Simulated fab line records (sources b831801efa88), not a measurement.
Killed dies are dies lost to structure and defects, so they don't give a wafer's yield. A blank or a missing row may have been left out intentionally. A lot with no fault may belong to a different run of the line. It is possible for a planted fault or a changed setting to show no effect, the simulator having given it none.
A lot that was struck, set against a sound lot || flow sky130 || 32 out of 708 route steps
Sound: the wafers L188.1, L188.4, L188.5. Wafers struck: L202.2, L202.4, L202.6. The cause comes at the end.
For every step that has rows: the tool of each side, followed by ch and its chambers, followed by its first start. Under that, the readings that differ: sound wafers || struck wafers || difference of the means || sigmas: that difference in standard deviations of wafers without a fault.
alike: readings with means less than 2 such deviations apart, plus words and numbers identical on both sides. not compared: withheld readings, readings lacking a value on some wafer, bounds such as >300 that could conceal the same value, and numbers that have no deviation in the record and whose values overlap.
A row with sigmas, a row that says differs or no value, or rows on one side alone: a step with any of these is where the two part. Non-overlapping numbers with no deviation appear without sigmas and do not part them. Lack of a reading on every wafer of one side parts them only where that side has two or more wafers.

SKY_PWDE_OVL_MEAS_07:
  sound: overlay-02 at day 4 18:37; struck: overlay-02 at day 7 23:35
  alike: PWDE_OVL
next, for these wafers, 1 step has no rows: SKY_PWDE_IMPLANT_08.
SKY_PWDE_STRIP_09: strips in O2/N2.
  sound on plasma asher-01 ch 0,1, day 4 18:49; struck on plasma asher-04 ch 0,1, day 7 23:46
  alike: drypump motor current A, oes product au, strip time to endpoint s
  not compared: rf hours counter h
SKY_PWDE_TW_MEAS_10:
  sound: film metro-01 at day 4 18:55; struck: film metro-03 at day 7 23:52
  alike: PWDE_TW
then, 7 steps without rows for these wafers: SKY_NWELL_DEHYDRATE_03 (time 60 s); SKY_NWELL_HMDS_04 (prime time 60 s); SKY_NWELL_COAT_05 (resist thk 3000 nm); SKY_NWELL_SOFTBAKE_06; SKY_NWELL_EXPOSE_07 (exposes mask NWM, target cd 840 nm); SKY_NWELL_PEB_08; SKY_NWELL_DEVELOP_09 (develop time 60 s).
SKY_NWELL_OVL_MEAS_10:
  sound: overlay-01 at day 5 12:30; struck: overlay-01 at day 8 20:53
  alike: NWELL_00_OVL
SKY_NWELL_IMPLANT_11:
  sound on implanter-02 ch 0, day 5 12:32; struck on implanter-02 ch 0, day 8 20:56
{"reading": "implant ion amu", "sound": "31 31 31", "struck": "75 75 75", "difference": "+44", "sigmas": ""}
{"reading": "model.implant.rp nm (nm)", "sound": "496.7 496.7 496.7", "struck": "226.4 226.4 226.4", "difference": -270.3, "sigmas": ""}
{"reading": "model.implant.drp nm (nm)", "sound": "116.9 116.9 116.9", "struck": "74.43 74.43 74.43", "difference": -42.47, "sigmas": ""}
  alike: beam energy keV
then, 2 steps without rows for these wafers: SKY_NWELL_IMPLANT_12; SKY_NWELL_IMPLANT_13.
SKY_NWELL_STRIP_14: strips in O2/N2.
  sound on plasma asher-03 ch 1, day 5 12:59; struck on plasma asher-03 ch 0,1, day 8 21:22
  alike: drypump motor current A, oes product au, strip time to endpoint s
  not compared: rf hours counter h
SKY_NWELL_TW_MEAS_15:
  sound: film metro-01 at day 5 13:05; struck: film metro-03 at day 8 21:28
{"reading": "NWELL_TW", "sound": "1834 1829 1831", "struck": "2789 2794 2790", "difference": "+960", "sigmas": "+96"}
then, 7 steps without rows for these wafers: SKY_NWELL_DEHYDRATE_16 (time 60 s); SKY_NWELL_HMDS_17 (prime time 60 s); SKY_NWELL_COAT_18 (resist thk 3000 nm); SKY_NWELL_SOFTBAKE_19; SKY_NWELL_EXPOSE_20 (exposes mask NWM COMPLEMENT, target cd 840 nm); SKY_NWELL_PEB_21; SKY_NWELL_DEVELOP_22 (develop time 60 s).
SKY_NWELL_OVL_MEAS_23:
  sound: overlay-02 at day 6 06:47; struck: overlay-01 at day 9 19:38
  alike: NWELL_01_OVL
next, for these wafers, 1 step has no rows: SKY_NWELL_IMPLANT_24.
SKY_NWELL_STRIP_25: strips in O2/N2.
  sound on plasma asher-03 ch 0, day 6 06:59; struck on plasma asher-01 ch 0,1, day 9 19:49
  alike: drypump motor current A, oes product au, strip time to endpoint s
  not compared: rf hours counter h
SKY_NWELL_TW_MEAS_26:
  sound: film metro-03 at day 6 07:05; struck: film metro-03 at day 9 19:55
  alike: NWELL_2_TW
then, 1 step without rows for these wafers: SKY_NWELL_CLEAN_27 (cleans in SC1/SC2, time 150 s).
SKY_NWELL_RTA_28: time 30 s.
  sound on rtp anneal-02 ch 0, day 6 07:15; struck on rtp anneal-02 ch 0, day 9 20:02
  alike: lamp power pct, ramp up c per s, wafer_temp_C_max
SKY_NWELL_RS_MEAS_29: uses a four-point probe to measure.
  sound: film metro-02 at day 6 07:21; struck: film metro-02 at day 9 20:08
{"reading": "NWELL_RS (ohm/sq)", "sound": "622.8 623.1 624.3", "struck": "835.8 837.4 833.8", "difference": "+212.3", "sigmas": "+99 or more"}
-- the record jumps here: 41 days lie between the struck wafers' starts before and after (it left off in module NWELL and takes up again in module PAD_OPEN, whose first step shown is number 708 of the route) --
SKY_PAD_OPEN_PROBE_99:
  sound: prober-02 at day 47 08:08; struck: prober-02 at day 50 08:17
  alike: killed_at_M0_to_M3, killed_at_M4_up, killed at contacts, killed at front end, killed at other, killed dies, killed on rim, killed open, killed short

## WHERE THEY PART
Earliest at SKY_NWELL_TW_MEAS_15; latest, in this record, at SKY_NWELL_RS_MEAS_29. Later steps at which nothing parts them and some readings are alike: SKY_PAD_OPEN_PROBE_99.

WHY: the cause the simulator had injected
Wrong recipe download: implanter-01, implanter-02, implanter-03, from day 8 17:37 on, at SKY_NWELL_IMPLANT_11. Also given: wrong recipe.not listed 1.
